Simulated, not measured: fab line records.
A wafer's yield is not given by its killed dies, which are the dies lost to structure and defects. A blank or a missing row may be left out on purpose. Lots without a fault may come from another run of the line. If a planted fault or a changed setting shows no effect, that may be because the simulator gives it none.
A struck lot beside a sound one ; flow sky130 ; 21 steps out of a route of 708
Sound: the wafers L783.3, L783.4, L783.6. Struck: wafers L780.1, L780.4, L780.6. At the end, the cause is stated.
Per side, at each step with rows, come the tool, then ch with its chambers, and then its first start. Under that, the readings that differ: sound wafers ; struck wafers ; difference of the means ; sigmas: that difference in standard deviations of wafers without a fault.
alike: same words and numbers on both sides, and readings whose means sit less than 2 such deviations apart. not compared: any withheld reading, any reading some wafer has no value for, any bound like >300 that may hide the same value, and any number with overlapping values for which the record gives no deviation.
A row with sigmas, a row that says differs or no value, or rows on one side alone: a step with any of these is where the two part. Numbers that don't overlap but have no deviation are shown without sigmas and don't part them. A reading missing from all wafers of one side parts the sides only when that side holds two or more wafers.

first, 5 steps without rows for these wafers: SKY_VT_ADJUST_LVTN_COAT_02 (resist thk 3000 nm); SKY_VT_ADJUST_LVTN_SOFTBAKE_03; SKY_VT_ADJUST_LVTN_EXPOSE_04 (exposes mask NWM COMPLEMENT LESS NATIVE, target cd 840 nm); SKY_VT_ADJUST_LVTN_PEB_05; SKY_VT_ADJUST_LVTN_DEVELOP_06 (develop time 60 s).
SKY_VT_ADJUST_LVTN_OVL_MEAS_07:
  sound: overlay-02 at day 10 22:04; struck: overlay-01 at day 10 03:21
  alike: VT_ADJUST_LVTN_OVL
following that, these wafers have no rows for 1 step: SKY_VT_ADJUST_LVTN_IMPLANT_08.
SKY_VT_ADJUST_LVTN_STRIP_09: strips in O2/N2.
  sound on plasma-asher-03 ch 0,1, day 10 22:16; struck on plasma-asher-02 ch 0,1, day 10 03:32
  alike: drypump-motor-current-A, oes-product-au, strip-time-to-endpoint-s
  not compared: rf-hours-counter-h
SKY_VT_ADJUST_LVTN_TW_MEAS_10:
  sound: film-metro-01 at day 10 22:21; struck: film-metro-01 at day 10 03:38
  alike: VT_ADJUST_LVTN_TW
then, 3 steps without rows for these wafers: SKY_VT_ADJUST_LVTN_DEHYDRATE_11 (time 60 s); SKY_VT_ADJUST_LVTN_HMDS_12 (prime time 60 s); SKY_VT_ADJUST_LVTN_COAT_13 (resist thk 1140 nm).
SKY_VT_ADJUST_LVTN_SOFTBAKE_14: time 60 s.
  sound on litho-track-04 ch 0, day 11 09:30; struck on litho-track-02 ch 0, day 10 14:44
reading;sound;struck;difference;sigmas
run-length-s (s);89.55 89.14 89.28;122.58 122.75 122.70;+33.35;+99 or more
model.NOVOLAK_of_VT_ADJUST_LVTN_COAT_13.thk-nm (nm);1143 1144 1147;1131 1128 1130;-15;
then, 2 steps without rows for these wafers: SKY_VT_ADJUST_LVTN_EXPOSE_15 (exposes mask HVN STD DERIVED, target cd 600 nm); SKY_VT_ADJUST_LVTN_PEB_16.
SKY_VT_ADJUST_LVTN_DEVELOP_17: develop time 60 s.
  sound on litho-track-01 ch 0, day 11 21:45; struck on litho-track-04 ch 0, day 11 02:09
reading;sound;struck;difference;sigmas
model.NOVOLAK_of_VT_ADJUST_LVTN_COAT_13.thk-nm (nm);1143 1144 1146;1131 1128 1129;-15;
SKY_VT_ADJUST_LVTN_OVL_MEAS_18:
  sound: overlay-02 at day 11 21:52; struck: overlay-02 at day 11 02:18
  alike: VT_ADJUST_LVTN_01_OVL
following that, these wafers have no rows for 1 step: SKY_VT_ADJUST_LVTN_IMPLANT_19.
SKY_VT_ADJUST_LVTN_STRIP_20: strips in O2/N2.
  sound on plasma-asher-03 ch 0,1, day 11 22:04; struck on plasma-asher-02 ch 1, day 11 02:29
reading;sound;struck;difference;sigmas
strip-time-to-endpoint-s (s);14.21 14.22 14.26;14.09 14.03 14.05;-0.17;-4
  alike: drypump-motor-current-A, oes-product-au
  not compared: rf-hours-counter-h
SKY_VT_ADJUST_LVTN_TW_MEAS_21:
  sound: film-metro-03 at day 11 22:09; struck: film-metro-03 at day 11 02:35
  alike: VT_ADJUST_LVTN_2_TW
-- record jumps: 38 days separate the struck wafers' starts on either side; left off in module VT_ADJUST_LVTN, taken up again in module PAD_OPEN, whose first shown step is the route's number 708 --
SKY_PAD_OPEN_PROBE_99:
  sound: prober-02 at day 49 15:04; struck: prober-01 at day 49 00:40
  alike: killed_at_M0_to_M3, killed_at_M4_up, killed-at-contacts, killed-at-front-end, killed-at-other, killed-dies, killed-open, killed-short

WHERE THEY PART
At SKY_VT_ADJUST_LVTN_SOFTBAKE_14 first; at SKY_VT_ADJUST_LVTN_STRIP_20 last (within this record only). Later steps at which nothing parts them and some readings are alike: SKY_VT_ADJUST_LVTN_TW_MEAS_21, SKY_PAD_OPEN_PROBE_99.

WHY: whatever the simulator had introduced
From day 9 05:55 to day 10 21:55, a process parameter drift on litho-track-02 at SKY_VT_ADJUST_LVTN_SOFTBAKE_14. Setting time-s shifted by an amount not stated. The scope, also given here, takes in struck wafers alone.
